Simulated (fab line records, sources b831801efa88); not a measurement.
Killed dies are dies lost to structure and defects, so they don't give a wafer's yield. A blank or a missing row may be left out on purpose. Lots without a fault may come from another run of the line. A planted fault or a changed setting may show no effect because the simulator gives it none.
fab line records | flow sky130
record lots=24 wafers=72 last_day=50
route steps=708 shown POLY_GATE@236 LOCAL_INTERCONNECT@388 METAL1@435 VIA1@470 VIA2@509
lots that met no fault: from a run of the same line without faults
start_h: hours from the record's first day to the start of the lot's first wafer shown | wait_h: hours since the lot's step before | " the same as in the row above | L1.1+2: a row that stands for several wafers | - no value, or no start given | * or withheld: withheld | < > ~ a bound
route shown NAME@n: a module of which the file shows steps, and the number in the route of the first | usual: mean/standard deviation of fault-free wafers | same: alike in all rows | chamber/n: place in a boat | sites: the reading at each site | _std_site: their standard deviation | _edge_site: outer sites' mean less inner sites' | radius_mm: how far each site lies from the wafer's centre | mask NAME#n: copy n | behind: the tool/chamber that last shaped the wafer | hold: why the lot was held/for how many hours/how that ended | device: the transistor (n, p or np) that didn't switch | end of line: the same wafers' tests at the end of the route | a step without rows: its recipe alone | killed: dies lost to structure and defects at the first sort, not the wafer's yield | map: a wafer's dies, x killed, . not, _ none there
set.NAME: the setting as run; set.NAME@STEP: as run at that earlier step | model.NAME: the simulator's own value behind a step, which no gauge read
steps of the route over a sample of lots; a table a step, a row a wafer
services: from which hour (start_h, from the record's first day; less than 0 if before it) a tool's chamber was out of use, for how many hours, and why
## steps
# step SKY_POLY_GATE_CD_MEAS_22
# usual cd_nm=150.7/2.1
# columns lot.wafer tool chamber start_h wait_h cd_nm
L074.2 cd_sem-02 - 393.11 0.1 152.9
L074.3 " - " " 153.6
L074.6 " - " " 152.8
L076.1 cd_sem-02 - 404.75 0.1 148.4
L076.2 " - " " 149.9
L076.5 " - " " 148.3
L075.1 cd_sem-02 - 410.03 0.1 149.5
L075.2 " - " " 153.7
L075.4 " - " " 153.4
L077.2 cd_sem-02 - 418.00 0.1 150.7
L077.4 " - " " 152.5
L077.5 " - " " 151.1
L078.1 cd_sem-01 - 418.05 0.2 152.3
L078.2 " - " " 151.7
L078.5 " - " " 152.7
L080.1 cd_sem-01 - 432.25 0.1 149.8
L080.3 " - " " 152.6
L080.4 " - " " 150.8
L079.2 cd_sem-02 - 432.28 0.1 149.6
L079.5 " - " " 146.4
L079.6 " - " " 152.9
L081.3 cd_sem-01 - 442.18 0.1 149.0
L081.4 " - " " 146.0
L081.6 " - " " 148.1
L082.1 cd_sem-01 - 459.22 0.1 149.0
L082.2 " - " " 153.6
L082.4 " - " " 149.0
L083.1 cd_sem-02 - 459.25 0.1 149.0
L083.2 " - " " 150.3
L083.6 " - " " 151.3
L084.4 cd_sem-02 - 466.89 0.1 148.6
L084.5 " - " " 151.8
L084.6 " - " " 149.1
L085.3 cd_sem-02 - 471.05 0.1 150.6
L085.4 " - " " 152.2
L085.6 " - " " 152.3
L086.2 cd_sem-01 - 492.26 0.1 152.6
L086.4 " - " " 149.1
L086.6 " - " " 151.6
L087.3 cd_sem-01 - 494.21 0.1 147.2
L087.4 " - " " 153.8
L087.6 " - " " 150.0
L089.2 cd_sem-01 - 503.59 0.1 154.0
L089.4 " - " " 151.7
L089.5 " - " " 150.0
L088.2 cd_sem-02 - 507.33 0.1 152.1
L088.5 " - " " 153.0
L088.6 " - " " 148.6
L092.1 cd_sem-02 - 537.71 0.1 154.0
L092.2 " - " " 152.1
L092.5 " - " " 152.8
L091.1 cd_sem-01 - 539.31 0.1 150.5
L091.2 " - " " 149.9
L091.5 " - " " 151.4
L090.3 cd_sem-02 - 539.36 0.1 150.6
L090.4 " - " " 149.0
L090.6 " - " " 152.3
L093.1 cd_sem-02 - 544.75 0.1 149.7
L093.3 " - " " 149.3
L093.4 " - " " 152.6
L094.1 cd_sem-01 - 553.29 0.1 146.0
L094.5 " - " " 149.6
L094.6 " - " " 147.0
L095.2 cd_sem-02 - 553.32 0.1 154.9
L095.4 " - " " 151.5
L095.6 " - " " 155.5
L096.2 cd_sem-02 - 561.88 0.1 148.8
L096.3 " - " " 149.4
L096.5 " - " " 147.6
L097.1 cd_sem-02 - 563.50 0.1 145.9
L097.3 " - " " 147.7
L097.6 " - " " 148.9
# step SKY_LOCAL_INTERCONNECT_RS_MEAS_01
# recipe thk_meas_gauge=four-point-probe reads=TiN_of_LOCAL_INTERCONNECT_SPUTTER_00
# usual LOCAL_INTERCONNECT_TIN_RS=14.14/0.16
# columns lot.wafer tool chamber start_h wait_h LOCAL_INTERCONNECT_TIN_RS[ohm/sq]
L074.2 film_metro-02 - 696.30 0.1 14.28
L074.3 " - " " 14.15
L074.6 " - " " 14.31
L076.1 film_metro-02 - 710.07 0.0 14.11
L076.2 " - " " 14.21
L076.5 " - " " 14.08
L075.1 film_metro-02 - 711.76 0.0 13.89
L075.2 " - " " 14.12
L075.4 " - " " 13.99
L077.2 film_metro-04 - 720.26 0.1 14.12
L077.4 " - " " 13.99
L077.5 " - " " 14.14
L078.1 film_metro-02 - 722.89 0.0 14.35
L078.2 " - " " 14.29
L078.5 " - " " 14.24
L079.2 film_metro-02 - 731.80 0.1 14.08
L079.5 " - " " 14.35
L079.6 " - " " 14.16
L080.1 film_metro-02 - 733.88 0.0 14.06
L080.3 " - " " 14.23
L080.4 " - " " 14.23
L081.3 film_metro-04 - 740.90 0.1 14.22
L081.4 " - " " 14.30
L081.6 " - " " 14.10
L082.1 film_metro-04 - 754.36 0.0 13.93
L082.2 " - " " 14.20
L082.4 " - " " 14.16
L083.1 film_metro-04 - 755.29 0.0 14.37
L083.2 " - " " 14.40
L083.6 " - " " 14.28
L084.4 film_metro-04 - 760.38 0.1 13.90
L084.5 " - " " 13.89
L084.6 " - " " 13.87
L085.3 film_metro-02 - 765.38 0.1 14.23
L085.4 " - " " 14.38
L085.6 " - " " 14.56
L086.2 film_metro-02 - 783.01 0.1 14.04
L086.4 " - " " 14.12
L086.6 " - " " 14.04
L087.3 film_metro-02 - 787.53 0.1 14.00
L087.4 " - " " 14.28
L087.6 " - " " 14.16
L089.2 film_metro-04 - 795.42 0.1 14.23
L089.4 " - " " 14.55
L089.5 " - " " 14.47
L088.2 film_metro-02 - 796.62 0.1 14.09
L088.5 " - " " 14.12
L088.6 " - " " 13.92
L092.1 film_metro-01 - 820.92 0.0 14.11
L092.2 " - " " 14.12
L092.5 " - " " 13.97
L090.3 film_metro-01 - 824.57 0.1 14.12
L090.4 " - " " 14.16
L090.6 " - " " 13.90
L091.1 film_metro-04 - 825.86 0.0 14.01
L091.2 " - " " 14.15
L091.5 " - " " 13.92
L093.1 film_metro-02 - 829.16 0.0 14.12
L093.3 " - " " 14.13
L093.4 " - " " 14.20
L094.1 film_metro-04 - 836.97 0.0 13.88
L094.5 " - " " 14.00
L094.6 " - " " 14.07
L095.2 film_metro-01 - 839.38 0.1 14.07
L095.4 " - " " 14.45
L095.6 " - " " 14.17
L096.2 film_metro-04 - 844.98 0.1 14.29
L096.3 " - " " 13.99
L096.5 " - " " 14.01
L097.1 film_metro-01 - 846.63 0.0 13.99
L097.3 " - " " 13.91
L097.6 " - " " 13.81
# step SKY_METAL1_SPUTTER_01
# recipe material=TiN target_thk_nm=20 power_w=6500 time_s=16.7 chamber_pressure_pa=0.4
# usual throttle_valve_pct=30.2/1
# columns lot.wafer tool chamber start_h wait_h throttle_valve_pct
L074.2 pvd_sputter-02 - 754.02 0.0 28.6
L074.3 " - " " 30.6
L074.6 " - " " 30.7
L076.1 pvd_sputter-02 - 767.11 0.0 30.8
L076.2 " - " " 27.7
L076.5 " - " " 28.3
L075.1 pvd_sputter-03 - 769.93 0.0 30.7
L075.2 " - " " 29.5
L075.4 " - " " 29.9
L077.2 pvd_sputter-04 - 776.69 0.0 31.1
L077.4 " - " " 31.5
L077.5 " - " " 31.0
L078.1 pvd_sputter-04 - 780.52 0.0 31.6
L078.2 " - " " 29.5
L078.5 " - " " 31.0
L079.2 pvd_sputter-02 - 788.20 0.0 28.4
L079.5 " - " " 27.6
L079.6 " - " " 30.7
L080.1 pvd_sputter-03 - 790.56 0.0 31.5
L080.3 " - " " 29.5
L080.4 " - " " 29.8
L081.3 pvd_sputter-04 - 796.26 0.0 31.8
L081.4 " - " " 31.0
L081.6 " - " " 31.6
L082.1 pvd_sputter-04 - 809.69 0.0 30.6
L082.2 " - " " 29.7
L082.4 " - " " 30.4
L083.1 pvd_sputter-04 - 812.16 0.0 30.5
L083.2 " - " " 30.9
L083.6 " - " " 31.0
L084.4 pvd_sputter-03 - 816.23 0.0 30.9
L084.5 " - " " 29.9
L084.6 " - " " 31.1
L085.3 pvd_sputter-03 - 820.43 0.0 29.7
L085.4 " - " " 30.8
L085.6 " - " " 30.6
L086.2 pvd_sputter-04 - 837.46 0.0 30.2
L086.4 " - " " 31.5
L086.6 " - " " 30.8
L087.3 pvd_sputter-03 - 842.73 0.0 29.8
L087.4 " - " " 29.8
L087.6 " - " " 30.7
L089.2 pvd_sputter-04 - 849.95 0.0 30.2
L089.4 " - " " 31.4
L089.5 " - " " 29.9
L088.2 pvd_sputter-04 - 851.86 0.0 30.9
L088.5 " - " " 31.6
L088.6 " - " " 29.7
L092.1 pvd_sputter-03 - 876.00 0.0 29.7
L092.2 " - " " 30.7
L092.5 " - " " 29.8
L090.3 pvd_sputter-03 - 879.39 0.0 29.6
L090.4 " - " " 31.0
L090.6 " - " " 29.8
L091.1 pvd_sputter-02 - 880.90 0.0 28.5
L091.2 " - " " 27.7
L091.5 " - " " 27.6
L093.1 pvd_sputter-03 - 883.29 0.0 31.1
L093.3 " - " " 29.6
L093.4 " - " " 30.9
L094.1 pvd_sputter-02 - 891.44 0.0 28.7
L094.5 " - " " 30.8
L094.6 " - " " 27.4
L095.2 pvd_sputter-02 - 894.77 0.0 28.2
L095.4 " - " " 27.9
L095.6 " - " " 28.7
L096.2 pvd_sputter-04 - 898.80 0.0 30.9
L096.3 " - " " 29.6
L096.5 " - " " 31.6
L097.1 pvd_sputter-04 - 900.35 0.0 29.5
L097.3 " - " " 31.5
L097.6 " - " " 31.5
# step SKY_METAL1_SPUTTER_03
# recipe material=Ti target_thk_nm=5 power_w=3000 time_s=3.3 chamber_pressure_pa=0.4
# usual throttle_valve_pct=30.2/1
# columns lot.wafer tool chamber start_h wait_h throttle_valve_pct
L074.2 pvd_sputter-02 - 754.07 0.0 29.0
L074.3 " - " " 30.7
L074.6 " - " " 31.1
L076.1 pvd_sputter-02 - 767.16 0.0 30.8
L076.2 " - " " 27.7
L076.5 " - " " 28.5
L075.1 pvd_sputter-03 - 769.98 0.0 31.0
L075.2 " - " " 29.4
L075.4 " - " " 30.0
L077.2 pvd_sputter-04 - 776.74 0.0 30.8
L077.4 " - " " 31.6
L077.5 " - " " 30.7
L078.1 pvd_sputter-04 - 780.57 0.0 31.6
L078.2 " - " " 29.7
L078.5 " - " " 31.1
L079.2 pvd_sputter-02 - 788.25 0.0 28.2
L079.5 " - " " 27.7
L079.6 " - " " 30.6
L080.1 pvd_sputter-03 - 790.61 0.0 31.2
L080.3 " - " " 29.6
L080.4 " - " " 29.8
L081.3 pvd_sputter-04 - 796.31 0.0 31.6
L081.4 " - " " 30.8
L081.6 " - " " 31.2
L082.1 pvd_sputter-04 - 809.74 0.0 30.7
L082.2 " - " " 29.4
L082.4 " - " " 30.2
L083.1 pvd_sputter-04 - 812.21 0.0 30.4
L083.2 " - " " 30.9
L083.6 " - " " 30.7
L084.4 pvd_sputter-03 - 816.28 0.0 30.8
L084.5 " - " " 29.8
L084.6 " - " " 31.2
L085.3 pvd_sputter-03 - 820.48 0.0 29.7
L085.4 " - " " 31.1
L085.6 " - " " 30.4
L086.2 pvd_sputter-04 - 837.51 0.0 30.3
L086.4 " - " " 31.3
L086.6 " - " " 31.0
L087.3 pvd_sputter-03 - 842.78 0.0 29.7
L087.4 " - " " 29.4
L087.6 " - " " 30.6
L089.2 pvd_sputter-04 - 850.00 0.0 30.3
L089.4 " - " " 31.5
L089.5 " - " " 30.2
L088.2 pvd_sputter-04 - 851.91 0.0 31.0
L088.5 " - " " 31.4
L088.6 " - " " 29.6
L092.1 pvd_sputter-03 - 876.05 0.0 29.7
L092.2 " - " " 30.7
L092.5 " - " " 29.8
L090.3 pvd_sputter-03 - 879.44 0.0 29.9
L090.4 " - " " 31.1
L090.6 " - " " 29.8
L091.1 pvd_sputter-02 - 880.95 0.0 28.6
L091.2 " - " " 27.6
L091.5 " - " " 27.6
L093.1 pvd_sputter-03 - 883.34 0.0 30.9
L093.3 " - " " 30.0
L093.4 " - " " 30.5
L094.1 pvd_sputter-02 - 891.49 0.0 28.6
L094.5 " - " " 30.8
L094.6 " - " " 27.6
L095.2 pvd_sputter-02 - 894.82 0.0 28.5
L095.4 " - " " 27.6
L095.6 " - " " 28.3
L096.2 pvd_sputter-04 - 898.85 0.0 30.8
L096.3 " - " " 29.4
L096.5 " - " " 31.4
L097.1 pvd_sputter-04 - 900.40 0.0 29.7
L097.3 " - " " 31.4
L097.6 " - " " 31.5
# step SKY_VIA1_CD_MEAS_12
# recipe target_cd_nm=150
# usual cd_nm=150.1/1.7
# columns lot.wafer tool chamber start_h wait_h cd_nm
L074.2 cd_sem-01 - 807.38 - 152.6
L074.3 " - " " 150.9
L074.6 " - " " 152.0
L076.1 cd_sem-02 - 822.18 - 150.4
L076.2 " - " " 150.3
L076.5 " - " " 150.6
L075.1 cd_sem-02 - 825.63 - 148.0
L075.2 " - " " 148.2
L075.4 " - " " 148.5
L077.2 cd_sem-01 - 829.93 - 148.6
L077.4 " - " " 149.5
L077.5 " - " " 148.7
L078.1 cd_sem-02 - 832.86 - 148.1
L078.2 " - " " 150.9
L078.5 " - " " 148.6
L079.2 cd_sem-02 - 841.78 - 150.9
L079.5 " - " " 151.6
L079.6 " - " " 151.8
L080.1 cd_sem-02 - 844.73 - 149.8
L080.3 " - " " 151.0
L080.4 " - " " 151.4
L081.3 cd_sem-02 - 848.95 - 147.2
L081.4 " - " " 148.9
L081.6 " - " " 148.3
L082.1 cd_sem-01 - 862.06 - 150.0
L082.2 " - " " 148.8
L082.4 " - " " 150.1
L083.1 cd_sem-02 - 865.61 - 154.5
L083.2 " - " " 154.5
L083.6 " - " " 152.6
L084.4 cd_sem-02 - 869.37 - 149.5
L084.5 " - " " 150.0
L084.6 " - " " 149.5
L085.3 cd_sem-01 - 874.05 - 148.6
L085.4 " - " " 147.5
L085.6 " - " " 150.3
L086.2 cd_sem-01 - 889.23 - 150.5
L086.4 " - " " 148.7
L086.6 " - " " 149.8
L087.3 cd_sem-02 - 895.62 - 149.0
L087.4 " - " " 150.5
L087.6 " - " " 151.1
L089.2 cd_sem-01 - 901.63 - 154.4
L089.4 " - " " 152.9
L089.5 " - " " 154.9
L088.2 cd_sem-01 - 904.50 - 149.9
L088.5 " - " " 149.8
L088.6 " - " " 150.1
L092.1 cd_sem-01 - 927.86 - 149.9
L092.2 " - " " 151.2
L092.5 " - " " 151.1
L090.3 cd_sem-01 - 930.00 - 150.1
L090.4 " - " " 149.5
L090.6 " - " " 151.7
L091.1 cd_sem-01 - 930.83 - 149.7
L091.2 " - " " 149.5
L091.5 " - " " 150.8
L093.1 cd_sem-02 - 934.01 - 147.9
L093.3 " - " " 147.8
L093.4 " - " " 147.6
L094.1 cd_sem-02 - 942.11 - 150.8
L094.5 " - " " 149.6
L094.6 " - " " 151.7
L095.2 cd_sem-01 - 945.03 - 150.2
L095.4 " - " " 150.4
L095.6 " - " " 150.7
L096.2 cd_sem-02 - 948.95 - 150.0
L096.3 " - " " 150.1
L096.5 " - " " 149.1
L097.1 cd_sem-02 - 950.98 - 148.8
L097.3 " - " " 147.3
L097.6 " - " " 148.8
# step SKY_VIA2_CMP_02
# recipe material=SiO2 down_force_psi=4 platen_rpm=60 pad_velocity_m_s=0.94248
# usual edge_zone_pressure_frac=1.000/0.0049 motor_current_A=11.8/0.8 platen_rpm=60.00/0.041
# columns lot.wafer tool chamber start_h wait_h edge_zone_pressure_frac motor_current_A platen_rpm
L074.3 cmp-01 2 836.35 0.1 1.000 11.6 60.02
L074.2 " 0 " " 0.996 11.0 60.07
L074.6 " 2 " " 0.999 11.8 59.99
L076.1 cmp-01 1 850.09 0.1 0.997 12.4 60.01
L076.2 " 3 " " 0.998 12.6 60.00
L076.5 " 1 " " 0.993 11.8 59.97
L075.4 cmp-01 3 854.42 0.1 1.010 12.2 59.99
L075.1 " 0 " " 0.994 11.0 59.97
L075.2 " 1 " " 1.007 12.3 59.97
L077.4 cmp-01 2 858.43 0.0 0.992 12.2 59.99
L077.2 " 3 " " 1.008 12.4 59.99
L077.5 " 2 " " 1.001 11.6 59.93
L078.2 cmp-01 2 862.71 0.1 1.000 12.5 60.03
L078.1 " 3 " " 0.993 12.0 60.04
L078.5 " 0 " " 1.005 10.9 59.98
L079.2 cmp-01 2 870.72 0.0 1.002 12.2 60.01
L079.5 " 2 " " 1.005 12.1 59.95
L079.6 " 3 " " 1.001 12.8 59.97
L080.1 cmp-02 3 873.08 0.1 1.007 10.3 60.00
L080.4 " 0 " " 0.998 11.0 60.02
L080.3 " 2 " " 1.006 12.0 59.91
L081.3 cmp-02 2 878.05 0.1 1.004 12.0 59.98
L081.4 " 3 " " 0.999 10.6 60.03
L081.6 " 1 " " 0.994 12.3 59.95
L082.1 cmp-02 1 890.21 0.1 1.001 12.1 59.94
L082.4 " 2 " " 1.014 11.5 59.98
L082.2 " 3 " " 1.008 10.5 60.02
L083.1 cmp-01 2 893.08 0.1 1.003 12.1 59.98
L083.2 " 0 " " 1.003 10.5 59.99
L083.6 " 2 " " 1.000 12.5 59.97
L084.4 cmp-02 3 897.19 0.1 0.995 10.7 60.02
L084.6 " 1 " " 0.998 12.1 60.02
L084.5 " 2 " " 0.994 11.5 60.07
L085.4 cmp-02 2 901.68 0.1 1.011 11.7 59.95
L085.3 " 3 " " 1.001 10.0 59.98
L085.6 " 1 " " 0.995 12.4 60.03
L086.4 cmp-02 1 916.36 0.1 0.996 12.5 59.95
L086.2 " 2 " " 0.995 12.3 60.05
L086.6 " 3 " " 0.996 10.2 59.99
L087.4 cmp-01 0 923.02 0.1 1.003 10.8 60.06
L087.3 " 2 " " 0.996 11.5 60.01
L087.6 " 3 " " 1.001 12.6 60.02
L089.2 cmp-01 1 929.27 0.1 0.998 12.2 60.04
L089.4 " 2 " " 1.005 12.0 60.05
L089.5 " 1 " " 0.999 12.2 60.06
L088.2 cmp-01 3 931.40 0.1 0.997 12.6 59.94
L088.5 " 1 " " 0.999 11.9 60.14
L088.6 " 2 " " 1.001 11.6 60.04
L092.1 cmp-01 3 955.25 0.2 0.998 12.6 59.99
L092.2 " 0 " " 0.997 10.1 60.04
L092.5 " 3 " " 0.998 13.1 59.99
L090.4 cmp-02 3 957.33 0.0 1.002 9.8 60.00
L090.3 " 0 " " 1.003 11.6 60.00
L090.6 " 0 " " 0.996 11.9 59.91
L091.2 cmp-01 0 958.02 0.1 0.997 11.0 60.00
L091.1 " 2 " " 0.995 12.1 59.91
L091.5 " 3 " " 1.000 12.5 60.08
L093.3 cmp-01 0 961.23 0.1 1.001 10.8 60.04
L093.1 " 1 " " 0.996 12.1 60.05
L093.4 " 2 " " 1.000 12.3 59.99
L094.1 cmp-02 2 969.55 0.1 0.997 12.3 59.94
L094.6 " 0 " " 1.002 11.6 60.01
L094.5 " 1 " " 1.000 12.2 59.98
L095.4 cmp-02 1 972.08 0.1 0.995 12.1 59.92
L095.2 " 3 " " 0.998 10.3 59.99
L095.6 " 0 " " 0.999 11.3 60.00
L096.2 cmp-01 2 975.73 0.0 0.990 12.4 60.01
L096.3 " 1 " " 0.997 12.4 60.00
L096.5 " 3 " " 1.001 13.4 60.05
L097.3 cmp-02 2 978.22 0.1 0.998 12.3 59.95
L097.1 " 3 " " 1.000 10.5 60.00
L097.6 " 0 " " 0.991 11.5 60.00
## services
# columns tool chamber start_h hours kind
pvd_sputter-04 1 730.97 - consumable_replace:kit
pvd_sputter-04 1 730.97 18.0 scheduled_down
pvd_sputter-04 1 730.97 18.0 vent_cycle
cmp-01 - 744.00 4.0 pm
cmp-01 - 744.61 1.2 repair
cmp-02 - 751.14 3.4 repair
cmp-01 - 761.86 23.9 pm
cmp-02 - 784.33 0.5 repair
cmp-01 - 785.72 5.7 pm
pvd_sputter-02 - 788.46 1.8 repair
cmp-01 - 791.75 9.9 repair
cmp-01 - 808.12 3.8 repair
cmp-01 - 821.45 2.4 repair
cmp-02 - 862.88 6.8 pm
pvd_sputter-04 - 880.49 1.2 repair
cmp-02 - 886.07 1.7 repair
pvd_sputter-03 - 889.81 9.0 repair
pvd_sputter-04 0 895.36 - consumable_replace:kit
pvd_sputter-04 0 895.36 18.0 scheduled_down
pvd_sputter-04 0 895.36 18.0 vent_cycle
cmp-02 - 898.22 3.0 repair
pvd_sputter-02 - 900.89 1.3 repair
cmp-02 - 912.00 4.0 pm
pvd_sputter-02 - 963.74 3.7 repair
## key
fault none
